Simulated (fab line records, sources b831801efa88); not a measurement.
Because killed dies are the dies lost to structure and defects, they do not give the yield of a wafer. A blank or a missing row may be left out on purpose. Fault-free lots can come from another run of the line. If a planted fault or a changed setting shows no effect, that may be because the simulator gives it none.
fab line records	flow sky130
record: lots: 6	wafers: 18	lastDay: 49
route steps=708 shown VIA3@575 PAD_OPEN@708
lots untouched by any fault: they come from a run of this same line in which no faults occurred
startH: the number of hours between the record's first day and the start of the first shown wafer of the lot	waitH: time in hours since the lot's previous step	" same as the row above	L1.1+2: a row that stands for several wafers	- value missing, or start not given	* or withheld: withheld	< > ~ a bound
route shown NAME@n: names a module that has steps shown in the file, with the first one's number in the route	usual: mean/standard deviation taken from wafers without a fault	same: alike in all rows	chamber/n: place in a boat	sites: each site's reading	_std_site: standard deviation across them	_edge_site: inner sites' mean taken away from outer sites' mean	radiusMm: for every site, how far away it sits from the centre of the wafer	mask NAME#n: copy n	behind: the last tool/chamber to shape the wafer	hold: what put the lot on hold/how long, in hours/how the hold closed	device: whichever transistor did not switch (one of n, p or np)	end of line: tests of these same wafers at the route's end	where a step has no rows: the recipe by itself	killed: the dies lost at the first sort to structure and to defects; this is not the yield of the wafer	map: dies across one wafer; x = killed, . = not, _ = none there
set.NAME: the setting as run; set.NAME@STEP: as run at that earlier step	model.NAME: the simulator's own value behind a step, which no gauge read
lots at selected steps of the route; one table per step, one row per wafer
services: a tool's chamber out of use, with start hour (startH, from the record's first day; less than 0 if before it), hours out, and reason
== steps ==
step: SKY_VIA3_CMP_02
recipe: material: SiO2	downForcePsi: 4	platenRpm: 60	padVelocityMS: 0.94248
usual: motorCurrentA: 12.0/1	slurryFilterDpKPa: 13.49/0.14
lot.wafer	tool	chamber	startH	waitH	motorCurrentA	slurryFilterDpKPa
L571.1	cmp-02	3	914.98	0.2	11.6	13.29
L571.4	"	0	"	"	11.5	13.46
L571.3	"	2	"	"	13.6	13.20
L573.1	cmp-01	1	922.64	0.1	11.4	13.43
L573.4	"	2	"	"	12.8	13.51
L573.6	"	0	"	"	11.0	13.50
L581.4	cmp-01	3	993.96	0.2	10.9	13.39
L581.3	"	0	"	"	10.4	13.41
L581.5	"	1	"	"	11.9	13.69
L582.1	cmp-01	1	1000.33	0.2	11.6	13.65
L582.4	"	2	"	"	13.7	13.48
L582.3	"	3	"	"	10.9	13.21
L586.3	cmp-02	3	1030.72	0.0	12.6	13.55
L586.2	"	0	"	"	12.4	13.61
L586.5	"	3	"	"	12.5	13.45
L589.2	cmp-01	1	1038.56	0.1	11.9	13.43
L589.4	"	3	"	"	11.3	13.32
L589.6	"	1	"	"	11.7	13.56
step: SKY_VIA3_BOW_MEAS_03
recipe: mode: bow
usual: VIA3_BOW: 80/8.5
lot.wafer	tool	chamber	startH	waitH	VIA3_BOW[um]
L571.1	filmMetro-04	-	915.28	0.2	90
L571.3	"	-	"	"	86
L571.4	"	-	"	"	87
L573.1	filmMetro-01	-	922.84	0.1	80
L573.4	"	-	"	"	98
L573.6	"	-	"	"	86
L581.3	filmMetro-04	-	994.20	0.1	90
L581.4	"	-	"	"	109
L581.5	"	-	"	"	90
L582.1	filmMetro-04	-	1000.63	0.2	77
L582.3	"	-	"	"	89
L582.4	"	-	"	"	94
L586.2	filmMetro-02	-	1031.04	0.2	80
L586.3	"	-	"	"	94
L586.5	"	-	"	"	84
L589.2	filmMetro-01	-	1038.83	0.2	60
L589.4	"	-	"	"	81
L589.6	"	-	"	"	76
step: SKY_VIA3_DEHYDRATE_04
recipe: tempC: 200	timeS: 60
step: SKY_VIA3_HMDS_05
recipe: primeTimeS: 60	primeTempC: 120
step: SKY_VIA3_COAT_06
recipe: resist: BARC	tempC: withheld	timeS: withheld	spinRpm: 3000	resistThkNm: 60
step: SKY_VIA3_COAT_07
recipe: resist: KrF-thick	spinRpm: 3000	resistThkNm: 450
step: SKY_VIA3_SOFTBAKE_08
recipe: tempC: 100	timeS: 90	resist: KrF-thick
step: SKY_VIA3_EXPOSE_09
recipe: maskId: VIM3	na: 0.8	sourceShape: annular	sigmaInner: 0.55	sigmaOuter: 0.85	targetCdNm: 200	doseMj: 38
step: SKY_VIA3_PEB_10
recipe: pebTempC: withheld	pebTimeS: withheld	resist: KrF-thick
step: SKY_VIA3_DEVELOP_11
recipe: developTimeS: 60	resist: KrF-thick	devTempC: 21
step: SKY_VIA3_CD_MEAS_12
recipe: targetCdNm: 200
usual: cdNm: 200.2/1.4
lot.wafer	tool	chamber	startH	waitH	cdNm
L571.1	cdSem-02	-	939.96	-	201.6
L571.3	"	-	"	"	201.1
L571.4	"	-	"	"	201.3
L573.1	cdSem-02	-	947.61	-	201.2
L573.4	"	-	"	"	200.6
L573.6	"	-	"	"	199.9
L581.3	cdSem-01	-	1016.38	-	200.1
L581.4	"	-	"	"	200.6
L581.5	"	-	"	"	200.8
L582.1	cdSem-01	-	1022.89	-	199.7
L582.3	"	-	"	"	197.7
L582.4	"	-	"	"	198.5
L586.2	cdSem-02	-	1053.11	-	199.4
L586.3	"	-	"	"	200.4
L586.5	"	-	"	"	198.4
L589.2	cdSem-01	-	1060.78	-	201.1
L589.4	"	-	"	"	200.7
L589.6	"	-	"	"	198.8
step: SKY_VIA3_OVL_MEAS_13
usual: VIA3_OVL: -2/5.7
lot.wafer	tool	chamber	startH	waitH	VIA3_OVL[nm]
L571.1	overlay-02	-	940.08	0.1	-13
L571.3	"	-	"	"	-8
L571.4	"	-	"	"	-1
L573.1	overlay-02	-	947.73	0.1	2
L573.4	"	-	"	"	-8
L573.6	"	-	"	"	-4
L581.3	overlay-02	-	1016.47	0.1	0
L581.4	"	-	"	"	1
L581.5	"	-	"	"	-5
L582.1	overlay-02	-	1023.01	0.1	9
L582.3	"	-	"	"	7
L582.4	"	-	"	"	-1
L586.2	overlay-02	-	1053.22	0.1	1
L586.3	"	-	"	"	4
L586.5	"	-	"	"	8
L589.2	overlay-02	-	1060.89	0.1	-10
L589.4	"	-	"	"	-5
L589.6	"	-	"	"	-12
step: SKY_VIA3_ETCH_14
recipe: chemistry: N2/H2	target: BARC	ionEnergyEv: 200	sourceW: 500	biasW: 100	pressureMtorr: 30.65	n2FlowSccm: 100	h2FlowSccm: 200	stopOn: SiO2	timeS: 45.9	targetDepthA: 600
usual: drypumpMotorCurrentA: 5.4/0.44	oesProductAu: 0.855/0.0048	rfFwdPowerW: 494.4/2	throttleValvePct: 13.062/0.0087
lot.wafer	tool	chamber	startH	waitH	drypumpMotorCurrentA	oesProductAu	rfFwdPowerW	rfHoursCounterH	throttleValvePct	model.KrF-thick_of_VIA3_COAT_07.thkNm
L571.1	rieDiel-04	1	940.12	0.0	4.9	0.845	491.8	8	13.067	391.4
L571.3	"	2	"	"	4.9	0.850	496.6	2	13.065	392.3
L571.4	"	0	"	"	5.4	0.856	490.5	-	13.070	391.3
L573.1	rieDiel-01	0	947.77	0.0	5.8	0.858	494.1	1	13.070	392.5
L573.4	"	1	"	"	5.6	0.864	496.1	0	13.066	391.7
L573.6	"	0	"	"	5.8	0.849	495.1	-	13.058	392.3
L581.3	rieDiel-04	0	1016.49	0.0	5.4	0.858	491.9	8	13.049	392.5
L581.4	"	2	"	"	4.9	0.862	413.5	4	13.050	399
L581.5	"	0	"	"	5.4	0.857	493.1	-	13.068	392.7
L582.1	rieDiel-04	2	1023.05	0.0	4.9	0.857	415.3	5	13.061	399.1
L582.3	"	1	"	"	5.0	0.862	492.5	10	13.056	392.4
L582.4	"	3	"	"	6.0	0.856	491.6	17	13.063	392.2
L586.2	rieDiel-01	0	1053.25	0.0	5.8	0.854	492.5	4	13.063	391.7
L586.3	"	2	"	"	4.8	0.854	496.1	7	13.062	393.1
L586.5	"	3	"	"	5.5	0.862	495.2	-	13.048	393
L589.2	rieDiel-01	2	1060.92	0.0	4.8	0.861	498.1	7	13.073	393.2
L589.4	"	1	"	"	5.6	0.853	495.0	3	13.061	393.6
L589.6	"	2	"	"	4.8	0.861	497.2	-	13.062	394.7
step: SKY_VIA3_ETCH_15
recipe: target: SiO2	chemistry: C4F8/O2/Ar	targetDepthNm: 507	stopOn: TiN	maskMaterial: KrF-thick	sourceW: 1500	biasW: 1200	pressureMtorr: 40	c4f8FlowSccm: withheld	O2_flow_sccm: 6	Ar_flow_sccm: 300	timeS: 78
usual: oesProductAu: 0.946/0.0049	rfFwdPowerW: 1489/5.7
lot.wafer	tool	chamber	startH	waitH	oesProductAu	rfFwdPowerW	rfHoursCounterH	model.KrF-thick_of_VIA3_COAT_07.thkNm
L571.1	rieDiel-04	1	940.16	0.0	0.944	1476	8	287.3
L571.3	"	2	"	"	0.936	1492	2	289.8
L571.4	"	0	"	"	0.950	1484	-	287.9
L573.1	rieDiel-01	0	947.81	0.0	0.949	1489	2	292.6
L573.4	"	1	"	"	0.941	1497	0	292.2
L573.6	"	0	"	"	0.953	1492	-	292
L581.3	rieDiel-04	0	1016.53	0.0	0.943	1478	8	289.6
L581.4	"	2	"	"	0.950	1491	4	298.3
L581.5	"	0	"	"	0.941	1485	-	289.6
L582.1	rieDiel-04	2	1023.09	0.0	0.944	1492	5	300.5
L582.3	"	1	"	"	0.947	1479	10	289.9
L582.4	"	3	"	"	0.953	1483	17	290.5
L586.2	rieDiel-01	0	1053.29	0.0	0.939	1489	4	291.8
L586.3	"	2	"	"	0.952	1485	7	292.7
L586.5	"	3	"	"	0.950	1486	-	291.1
L589.2	rieDiel-01	2	1060.96	0.0	0.936	1495	7	293
L589.4	"	1	"	"	0.943	1494	3	292.8
L589.6	"	2	"	"	0.945	1488	-	294.2
step: SKY_VIA3_STRIP_16
recipe: chemistry: O2/N2	powerW: 1400	pressureMtorr: 1500	platenTempC: withheld	o2FlowSccm: 3000	n2FlowSccm: 300	overashFraction: 0.5
usual: drypumpMotorCurrentA: 5.8/0.46	oesProductAu: 0.401/0.0046	stripTimeToEndpointS: 4.117/0.023
lot.wafer	tool	chamber	startH	waitH	drypumpMotorCurrentA	oesProductAu	rfHoursCounterH	stripTimeToEndpointS
L571.1	plasmaAsher-03	1	940.22	0.0	5.7	0.406	81	4.090
L571.3	"	1	"	"	5.7	0.406	-	4.123
L571.4	"	0	"	"	5.9	0.398	-	4.096
L573.1	plasmaAsher-03	1	947.87	0.0	5.6	0.399	82	4.123
L573.4	"	1	"	"	5.7	0.397	-	4.138
L573.6	"	0	"	"	5.9	0.401	-	4.147
L581.3	plasmaAsher-02	0	1016.63	0.1	6.3	0.410	-	4.101
L581.4	"	1	"	"	5.4	0.414	-	4.207
L581.5	"	0	"	"	6.3	0.408	-	4.112
L582.1	plasmaAsher-03	1	1023.15	0.0	5.7	0.399	90	4.230
L582.3	"	0	"	"	5.9	0.401	-	4.122
L582.4	"	1	"	"	5.6	0.401	-	4.122
L586.2	plasmaAsher-02	0	1053.35	0.0	6.4	0.402	58	4.142
L586.3	"	1	"	"	5.5	0.398	-	4.148
L586.5	"	0	"	"	6.3	0.405	-	4.126
L589.2	plasmaAsher-02	0	1061.02	0.0	6.3	0.403	59	4.145
L589.4	"	1	"	"	5.4	0.417	-	4.148
L589.6	"	0	"	"	6.4	0.407	-	4.172
step: SKY_VIA3_STRIP_17
recipe: chemistry: postEtchResidueRemover	timeS: 1200	tempC: 72.5
step: SKY_PAD_OPEN_PROBE_99
usual: defectLimitedYield: 82.4/1.7	killed_at_M0_to_M3: 44/6.9	killed_at_M4_up: 3.3/1.7	killedAtContacts: 24/4.7	killedAtFrontEnd: 15/4.5	killedAtOther: 0.2/0.49	killedDies: 86/8.4	killedOpen: 47/6.5	killedShort: 39/6	sort_bin_3_pad_short: 0.9/0.4	sort_bin_5_function: 10.4/1.5	sort_bin_6_memory: 6.3/1	sortNPass: 406/8.4	sortYieldPct: 82.4/1.7
same: grossDies: 492	killedAtBackSide: 0	sort_bin_4_leakage[%]: 0	sort_bin_8_speed[%]: 0
lot.wafer	tool	chamber	startH	waitH	defectLimitedYield[%]	killed_at_M0_to_M3	killed_at_M4_up	killedAtContacts	killedAtFrontEnd	killedAtOther	killedDies	killedOpen	killedShort	sort_bin_3_pad_short[%]	sort_bin_5_function[%]	sort_bin_6_memory[%]	sortNPass	sortYieldPct[%]
L571.1	prober-01	-	1084.43	0.1	79.3	50	5	32	13	2	102	58	44	0.6	13.0	7.1	390	79.3
L571.3	prober-01	-	1084.53	0.2	82.1	47	2	23	16	0	88	55	33	1.0	9.8	7.1	404	82.1
L571.4	prober-01	-	1084.58	0.2	82.5	39	1	33	13	0	86	50	36	1.2	8.7	7.5	406	82.5
L573.1	prober-02	-	1090.80	0.1	82.3	42	4	29	12	0	87	42	45	0.8	9.6	7.3	405	82.3
L573.4	prober-02	-	1090.95	0.2	84.3	32	3	30	12	0	77	39	38	0.2	10.0	5.5	415	84.3
L573.6	prober-02	-	1091.05	0.2	80.5	51	2	27	16	0	96	46	50	1.0	12.6	5.9	396	80.5
L581.3	prober-01	-	1147.56	0.2	79.7	55	2	20	23	0	100	54	46	1.2	12.8	6.3	392	79.7
L581.4	prober-01	-	1147.61	0.2	81.1	45	3	29	16	0	93	50	41	0.6	11.6	6.7	399	81.1
L581.5	prober-01	-	1147.66	0.2	82.5	48	1	22	15	0	86	49	37	0.8	12.4	4.3	406	82.5
L582.1	prober-02	-	1154.39	0.1	82.7	40	2	23	20	0	85	46	39	0.6	8.3	8.3	407	82.7
L582.3	prober-02	-	1154.49	0.2	84.1	35	3	29	11	0	78	36	42	0.8	9.3	5.7	414	84.1
L582.4	prober-02	-	1154.54	0.2	83.7	42	6	20	12	0	80	33	47	0.8	9.3	6.1	412	83.7
L586.2	prober-01	-	1179.46	0.1	82.1	48	4	22	13	1	88	49	39	1.0	9.8	7.1	404	82.1
L586.3	prober-01	-	1179.51	0.2	79.9	54	2	24	19	0	99	52	47	0.6	13.0	6.5	393	79.9
L586.5	prober-01	-	1179.61	0.2	82.3	49	5	26	7	0	87	41	46	0.4	10.8	6.5	405	82.3
L589.2	prober-02	-	1183.98	0.1	83.7	46	1	23	10	0	80	41	39	1.8	8.7	5.7	412	83.7
L589.4	prober-02	-	1184.08	0.2	79.5	53	3	25	20	0	101	60	41	0.8	12.0	7.7	391	79.5
L589.6	prober-02	-	1184.18	0.2	78.0	52	7	35	14	0	108	60	48	1.6	12.8	7.5	384	78.0
killed by level:class
L571.1 VIA1:geometricParticle:open=18 LI_CONTACT:geometricParticle:open=9 CONTACT:geometricParticle:short=8 CONTACT:geometricParticle:open=8 VIA3:geometricParticle:open=7 METAL2:geometricParticle:short=5 VIA2:geometricParticle:open=5 LI_CONTACT:geometricParticle:short=4
L571.3 VIA1:geometricParticle:open=14 CONTACT:geometricParticle:open=11 FIELD_ISO:geometricParticle:open=8 VIA2:geometricParticle:open=7 CONTACT:geometricParticle:short=5 VIA1:geometricParticle:short=5 METAL2:geometricParticle:short=5 LI_CONTACT:geometricParticle:open=4
L571.4 CONTACT:geometricParticle:open=12 VIA1:geometricParticle:open=11 VIA1:geometricParticle:short=8 LI_CONTACT:geometricParticle:open=8 LI_CONTACT:geometricParticle:short=8 VIA3:geometricParticle:open=7 METAL1:geometricParticle:open=4 FIELD_ISO:geometricParticle:open=3
L573.1 CONTACT:geometricParticle:open=14 METAL2:geometricParticle:short=9 VIA1:geometricParticle:open=8 LOCAL_INTERCONNECT:geometricParticle:short=8 VIA1:geometricParticle:short=6 VIA2:geometricParticle:open=6 POLY_GATE:geometricParticle:short=5 METAL1:geometricParticle:short=5
L573.4 CONTACT:geometricParticle:open=9 CONTACT:geometricParticle:short=7 LOCAL_INTERCONNECT:geometricParticle:short=6 METAL1:geometricParticle:short=6 VIA1:geometricParticle:open=6 VIA2:geometricParticle:open=6 FIELD_ISO:geometricParticle:open=5 FIELD_ISO:geometricParticle:short=5
L573.6 VIA1:geometricParticle:open=14 CONTACT:geometricParticle:short=11 VIA1:geometricParticle:short=8 METAL1:geometricParticle:short=7 CONTACT:geometricParticle:open=7 VIA3:geometricParticle:open=6 METAL2:geometricParticle:short=5 VIA2:geometricParticle:open=4
L581.3 VIA1:geometricParticle:open=13 LI_CONTACT:geometricParticle:open=11 METAL1:geometricParticle:short=9 FIELD_ISO:geometricParticle:open=7 FIELD_ISO:geometricParticle:short=6 METAL2:geometricParticle:short=6 VIA3:geometricParticle:open=6 VIA1:geometricParticle:short=5
L581.4 CONTACT:geometricParticle:open=12 LI_CONTACT:geometricParticle:open=9 VIA2:geometricParticle:open=9 FIELD_ISO:geometricParticle:short=7 METAL1:geometricParticle:short=6 LOCAL_INTERCONNECT:geometricParticle:short=5 VIA1:geometricParticle:open=5 METAL2:geometricParticle:short=5
L581.5 LI_CONTACT:geometricParticle:open=10 VIA1:geometricParticle:open=10 VIA3:geometricParticle:open=8 VIA3:geometricParticle:short=7 VIA2:geometricParticle:open=6 FIELD_ISO:geometricParticle:open=4 CONTACT:geometricParticle:open=4 METAL2:geometricParticle:short=4
L582.1 VIA3:geometricParticle:open=12 LI_CONTACT:geometricParticle:open=9 LOCAL_INTERCONNECT:geometricParticle:short=6 FIELD_ISO:geometricParticle:short=5 FIELD_ISO:geometricParticle:open=5 POLY_GATE:geometricParticle:short=5 VIA1:geometricParticle:open=5 VIA2:geometricParticle:open=5
L582.3 CONTACT:geometricParticle:short=9 CONTACT:geometricParticle:open=9 VIA1:geometricParticle:open=6 LOCAL_INTERCONNECT:geometricParticle:short=5 VIA2:geometricParticle:short=5 VIA3:geometricParticle:open=5 LI_CONTACT:geometricParticle:open=4 VIA1:geometricParticle:short=4
L582.4 VIA2:geometricParticle:short=7 CONTACT:geometricParticle:short=6 VIA2:geometricParticle:open=6 METAL1:geometricParticle:short=5 LI_CONTACT:geometricParticle:open=5 VIA1:geometricParticle:short=5 METAL4:geometricParticle:short=5 CONTACT:geometricParticle:open=4
L586.2 VIA1:geometricParticle:open=10 FIELD_ISO:geometricParticle:open=7 LI_CONTACT:geometricParticle:open=7 CONTACT:geometricParticle:open=7 VIA2:geometricParticle:open=7 VIA1:geometricParticle:short=6 VIA2:geometricParticle:short=5 METAL3:geometricParticle:short=4
L586.3 VIA1:geometricParticle:open=13 LI_CONTACT:geometricParticle:open=10 VIA3:geometricParticle:open=8 VIA2:geometricParticle:open=8 POLY_GATE:geometricParticle:short=6 CONTACT:geometricParticle:short=5 METAL1:geometricParticle:short=5 VIA1:geometricParticle:short=5
L586.5 CONTACT:geometricParticle:short=9 VIA1:geometricParticle:open=9 CONTACT:geometricParticle:open=8 METAL2:geometricParticle:short=6 VIA3:geometricParticle:open=6 VIA2:geometricParticle:short=6 VIA2:geometricParticle:open=5 METAL1:geometricParticle:short=4
L589.2 CONTACT:geometricParticle:open=11 VIA2:geometricParticle:short=10 VIA2:geometricParticle:open=7 VIA1:geometricParticle:open=7 LI_CONTACT:geometricParticle:open=6 CONTACT:geometricParticle:short=4 METAL2:geometricParticle:short=4 METAL3:geometricParticle:short=4
L589.4 CONTACT:geometricParticle:open=14 VIA1:geometricParticle:open=12 FIELD_ISO:geometricParticle:open=7 VIA3:geometricParticle:open=7 VIA2:geometricParticle:short=7 METAL2:geometricParticle:short=6 FIELD_ISO:geometricParticle:short=5 VIA1:geometricParticle:short=5
L589.6 CONTACT:geometricParticle:open=16 VIA1:geometricParticle:open=16 LI_CONTACT:geometricParticle:open=8 METAL4:geometricParticle:short=7 METAL1:geometricParticle:short=6 FIELD_ISO:geometricParticle:open=5 LI_CONTACT:geometricParticle:short=5 METAL2:geometricParticle:short=5
== services ==
tool	chamber	startH	hours	kind
cmp-01	-	912.27	4.0	pm
cmp-01	-	916.27	3.3	pm
rieDiel-01	-	917.74	29.6	repair
rieDiel-04	0	918.81	9.9	repair
rieDiel-04	-	921.33	0.3	repair
cmp-02	-	930.40	5.5	repair
rieDiel-04	3	935.64	4.5	repair
cmp-02	-	935.95	4.3	pm
cmp-01	-	966.92	16.3	repair
plasmaAsher-02	-	967.12	12.5	repair
rieDiel-01	1	977.12	9.7	repair
plasmaAsher-02	-	979.59	2.8	pm
rieDiel-01	0	991.57	5.4	repair
cmp-01	-	996.51	3.8	pm
cmp-02	-	1000.46	11.7	pm
cmp-01	-	1003.36	1.4	repair
plasmaAsher-02	-	1009.30	3.3	repair
cmp-02	-	1015.09	0.9	repair
rieDiel-04	-	1021.30	0.2	repair
rieDiel-04	1	1025.70	18.2	repair
cmp-02	-	1031.70	5.6	repair
rieDiel-04	3	1032.78	9.7	repair
plasmaAsher-03	-	1048.70	0.7	repair
plasmaAsher-03	-	1052.56	2.0	repair
== key ==
firstSign: step: SKY_VIA3_ETCH_14	reading: rfFwdPowerW	direction: down	sigmas: 40	usual: 494.4	struck: 414.4
effect: step: SKY_VIA3_STRIP_16	reading: stripTimeToEndpointS	direction: up	sigmas: 4.5	usual: *	struck: *
modelEffect: step: SKY_VIA3_ETCH_14	value: KrF-thick_of_VIA3_COAT_07.thkNm	without: 392.8	struck: 399
modelEffect: step: SKY_VIA3_ETCH_15	value: KrF-thick_of_VIA3_COAT_07.thkNm	without: 293.2	struck: 299.4
metAt SKY_VIA3_ETCH_14
struckWafers L581.4,L582.1
onsetBetween 940.12 1016.49
fault: kind: processParameterDrift	tool: rieDiel-04	chamber: 2	onsetH: 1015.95	steps: SKY_VIA3_ETCH_14	channel: sourceW	offset: -80	shape: step	endH: 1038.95	actsIn: theseRecipesOnly	stated: 500
